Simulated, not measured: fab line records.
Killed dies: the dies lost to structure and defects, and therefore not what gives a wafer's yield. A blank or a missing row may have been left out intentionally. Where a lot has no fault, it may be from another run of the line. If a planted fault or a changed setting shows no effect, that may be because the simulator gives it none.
Struck lot and sound lot, side by side / flow sky130 / 15 steps out of a route of 708
Sound: wafers L658.2, L658.3, L658.4. Struck: wafers L663.1, L663.5. (L663.6 of the same lot was not struck and is left out.) The cause comes at the end.
Per side, at each step with rows, come the tool, then ch with its chambers, and then its first start. Under that, the readings that differ: sound wafers / struck wafers / difference of the means / sigmas: that difference in standard deviations of wafers without a fault.
alike: readings with means less than 2 such deviations apart, plus words and numbers identical on both sides. not compared: withheld readings, readings lacking a value on some wafer, bounds such as >300 that could conceal the same value, and numbers that have no deviation in the record and whose values overlap.
A row with sigmas, a row that says differs or no value, or rows on one side alone: a step with any of these is where the two part. Numbers that don't overlap but have no deviation are shown without sigmas and don't part them. A reading that every wafer of one side lacks parts them only if that side has two wafers or more.

first, 3 steps without rows for these wafers: SKY_METAL1_EXPOSE_12 (exposes mask MM1, target cd 140 nm); SKY_METAL1_PEB_13; SKY_METAL1_DEVELOP_14 (develop time 60 s).
SKY_METAL1_CD_MEAS_15: the cd target is 140 nm.
  sound: cd_sem-02 at day 33 07:38; struck: cd_sem-01 at day 35 04:04
  alike: cd_nm
SKY_METAL1_OVL_MEAS_16:
  sound: overlay-01 at day 33 07:44; struck: overlay-01 at day 35 04:11
  alike: METAL1_OVL
SKY_METAL1_DESCUM_17: chemistry O2, time 8 s.
  sound on rie_metal-04 ch 0,1, day 33 07:46; struck on rie_metal-04 ch 0, day 35 04:13
reading=chamber_pressure_mTorr (mTorr); sound=9.982 10.004 9.986; struck=10.013 10.009; difference=+0.020; sigmas=+2
  alike: drypump_motor_current_A, oes_product_au
  not compared: rf_hours_counter_h
SKY_METAL1_ETCH_18: etches BARC in N2/H2, stops on SiO2, time 45.9 s, target depth 60 nm.
  sound on rie_metal-04 ch 0,1, day 33 07:48; struck on rie_metal-04 ch 0, day 35 04:15
  alike: chamber_pressure_mTorr, drypump_motor_current_A, oes_product_au, throttle_valve_pct
  not compared: rf_hours_counter_h
SKY_METAL1_METAL_ETCH_19: etches the open film in Cl2/BCl3, stops on SiO2, target depth 360 nm, time 78 s.
  sound on rie_metal-04 ch 0,1, day 33 07:52; struck on rie_metal-04 ch 0, day 35 04:19
  alike: chamber_pressure_mTorr, drypump_motor_current_A, oes_product_au, throttle_valve_pct
  not compared: rf_hours_counter_h
SKY_METAL1_STRIP_20: strips in O2/N2.
  sound on plasma_asher-03 ch 0,1, day 33 07:58; struck on plasma_asher-03 ch 0,1, day 35 04:25
  alike: chamber_pressure_mTorr, drypump_motor_current_A, oes_product_au, strip_time_to_endpoint_s
  not compared: rf_hours_counter_h
then, 3 steps without rows for these wafers: SKY_METAL1_STRIP_21 (strips in post etch residue remover, time 1200 s); SKY_METAL1_CLEAN_22 (cleans in IPA, time 180 s); SKY_METAL1_CLEAN_23 (cleans in O3/DIW).
SKY_VIA1_HDPCVD_00: deposits SiO2, target thk 1030 nm, time 171.7 s.
  sound on hdpcvd-01 ch 1,2, day 33 08:33; struck on hdpcvd-02 ch 0, day 35 05:05
reading=model.SiO2_of_VIA1_HDPCVD_00.thk_nm (nm); sound=1025 1028 1021; struck=794.2 794; difference=-230.6; sigmas=
SKY_VIA1_THK_MEAS_01:
  sound: film_metro-01 at day 33 08:40; struck: film_metro-03 at day 35 05:11
reading=VIA1_HDPCVD_THK (nm); sound=1025 1028 1021; struck=794 794; difference=-231; sigmas=-24
SKY_VIA1_CMP_02: polishes SiO2.
  sound on cmp-01 ch 0,1,3, day 33 08:46; struck on cmp-02 ch 1, day 35 05:18
  alike: head_pressure_psi, motor_current_A, retaining_ring_pressure_frac

== WHERE THEY PART ==
First at SKY_METAL1_DESCUM_17; last, within this record, at SKY_VIA1_THK_MEAS_01. Later steps at which nothing parts them and some readings are alike: SKY_VIA1_CMP_02.

WHY: what the simulator had put in
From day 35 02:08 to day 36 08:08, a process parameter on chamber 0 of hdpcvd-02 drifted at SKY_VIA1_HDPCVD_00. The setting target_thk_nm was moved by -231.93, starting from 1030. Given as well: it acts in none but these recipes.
